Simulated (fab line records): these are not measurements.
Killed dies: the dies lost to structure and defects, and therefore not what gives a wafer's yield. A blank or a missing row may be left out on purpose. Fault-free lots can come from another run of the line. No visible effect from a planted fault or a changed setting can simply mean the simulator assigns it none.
2 desks looking at one fault / flow gf180mcu / only its own numbers are on each desk; what lay behind them is given at the end

METROLOGY DESK
Lot by lot, what the gauges showed, no matter which tool ran the lot: averages of those sampled wafers that carry a number. The brackets show how far a lot's mean lies from the usual mean; more than 4 standard deviations puts the lot out of limits, marked OUT.
Columns: A = V3_W_RS at GF_V3_RS_MEAS_24, usual 0.328 ohm/sq; B = V3_W_THK at GF_V3_THK_MEAS_25, usual 341 nm
lot=L261; first seen here=day 24 00:59; A=0.329; B=343
lot=L266; first seen here=day 25 13:44; A=0.327; B=344
lot=L274; first seen here=day 28 04:08; A=0.331; B=338
lot=L275; first seen here=day 28 12:46; A=0.325; B=335
lot=L276; first seen here=day 28 21:50; A=0.330; B=341
lot=L277; first seen here=day 29 01:53; A=0.324; B=341
This desk found nothing out of limits on any of the 6 lots.

AT THE TOOL OWNER'S DESK: pvd sputter-04
The tool's own readings at GF_M4_SPUTTER_03 (material Ti, target thk 10 nm, time 6.7 s): means of the sampled wafers that have a number, for each lot that ran on this tool. The brackets show how far a lot's mean lies from the usual mean; more than 4 standard deviations puts the lot out of limits, marked OUT.
Columns: A = cathode dc power W at GF_M4_SPUTTER_03, usual 2999.9 W; B = throttle valve pct at GF_M4_SPUTTER_03, usual 30.1 %
lot=L266; first seen here=day 25 14:22; A=3000.0; B=29.6
lot=L274; first seen here=day 28 04:47; A=3095.6 (+99 or more) OUT; B=29.3
lot=L275; first seen here=day 28 13:42; A=3095.5 (+99 or more) OUT; B=29.3
Finding of this desk: L274, L275 out of limits; the first was L274 at day 28 04:47, on cathode dc power W at GF_M4_SPUTTER_03. Within limits: L266.

ALL TOGETHER
The tool owner's desk could have raised an alarm at day 28 04:47, on L274, L275.
From the metrology desk's view, nothing was out of limits.
The metrology desk holds a record of L274, L275, inside its limits.
GF_M4_SPUTTER_03 was run on pvd sputter-04 by each of the lots named.

WHAT THE SIMULATOR PUT IN
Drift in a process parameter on pvd sputter-04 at GF_M4_SPUTTER_03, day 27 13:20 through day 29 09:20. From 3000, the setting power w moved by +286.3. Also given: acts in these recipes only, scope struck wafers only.
Lots struck among those shown: L274, L275.
How many hours passed from the start of the fault until each desk's first out-of-limits reading: the tool owner's desk, 15.
